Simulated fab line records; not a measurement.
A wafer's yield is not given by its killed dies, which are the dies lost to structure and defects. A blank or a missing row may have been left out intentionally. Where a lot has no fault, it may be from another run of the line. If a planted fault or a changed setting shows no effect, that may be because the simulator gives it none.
Problem report, 8D (eight disciplines) form, completed by code | flow sky130 | the parts of the form that need people (team, actions taken, sign-off) are left out

1. THE PROBLEM
cd-nm at SKY_VIA2_CD_MEAS_12 reads a mean of 189.3 nm on 3 wafers of 2 lots; wafers without a fault read 199.9 nm with a standard deviation of 1.5. Relative to the usual mean, that is a shift of -7.0 standard deviations.
The step: target cd 200 nm.
First observed at day 42 01:39: wafer L814.2, on cd-sem-02. The record holds 35 wafers of 12 lots with a number at this step. Rule for "out", or "out of limits": more than 4 standard deviations from the usual mean. The other wafers with a number count as sound.

2. WHAT IT IS AND WHAT IT IS NOT
question                    | is                     | is not
which readings at this step | cd-nm                  | -
which lots                  | L814, L815             | L797, L798, L799, L800, L802, L803, L805, L806, L817, L819
which wafers of those lots  | L814.2, L814.4, L815.2 | L814.3, L815.1
read on which gauges        | cd-sem-01, cd-sem-02   | -
when                        | from day 42 01:39      | up to then (25 sound wafers); but 7 sound wafers of L815, L817, L819 came after

3. SUSPECTS, AND WHAT RULES EACH OUT
Counting: if a tool at a process step up to the reading ran every lot that is out, it stays a suspect. Sound lots after the first of them don't rule it out here, since some wafers of a struck lot are sound.
- the gauge at SKY_VIA2_CD_MEAS_12 has been ruled out. 2 gauges (cd-sem-01, cd-sem-02) read the wafers that are out.
- cmp-01 at SKY_VIA1_CMP_24 (polishes, stops on SiO2, t overpolish 15 s, target thk 0 nm): kept. It processed each lot that is out (first: L814, day 39 22:59); up to then, its last sound lot is L798 (day 34 14:11).
- litho-track-02 at SKY_VIA2_DEVELOP_11 (develop time 60 s): kept. It processed each lot that is out (first: L814, day 42 01:00); up to then, its last sound lot is L806 (day 39 08:00).
The count leaves litho-track-02 at SKY_VIA2_DEVELOP_11 and cmp-01 at SKY_VIA1_CMP_24.

4. THE CAUSE (what the simulator had put in)
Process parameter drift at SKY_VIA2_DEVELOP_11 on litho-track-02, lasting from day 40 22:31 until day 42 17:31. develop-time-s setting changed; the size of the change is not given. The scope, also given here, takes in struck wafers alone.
After counting, 2 suspects remain, this tool included.

5. THE EFFECT CHAIN, in route order
Each row: a reading whose mean over the struck wafers that have a number lies more than 3 standard deviations from the usual. Only readings for which the record gives a usual standard deviation are gone through. hours: the time from each lot's start at the first step in this table that gives one to its start at this step, as a median over the lots. sigmas: the change in usual standard deviations.
hours | step                | reading | usual    | on struck wafers | change | sigmas
0     | SKY_VIA2_CD_MEAS_12 | cd-nm   | 199.9 nm | 189.3            | -10.6  | -7.0

6. HOW IT WOULD HAVE BEEN CAUGHT EARLIER
In this record the first reading out of limits at a measuring or inspecting step was taken at day 42 01:39, 27 hours after the fault began at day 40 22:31.
Of the lots that are out (2), L815 began SKY_VIA2_DEVELOP_11 on litho-track-02 after day 42 01:39. A tool hold placed at that time would have kept it from harm.
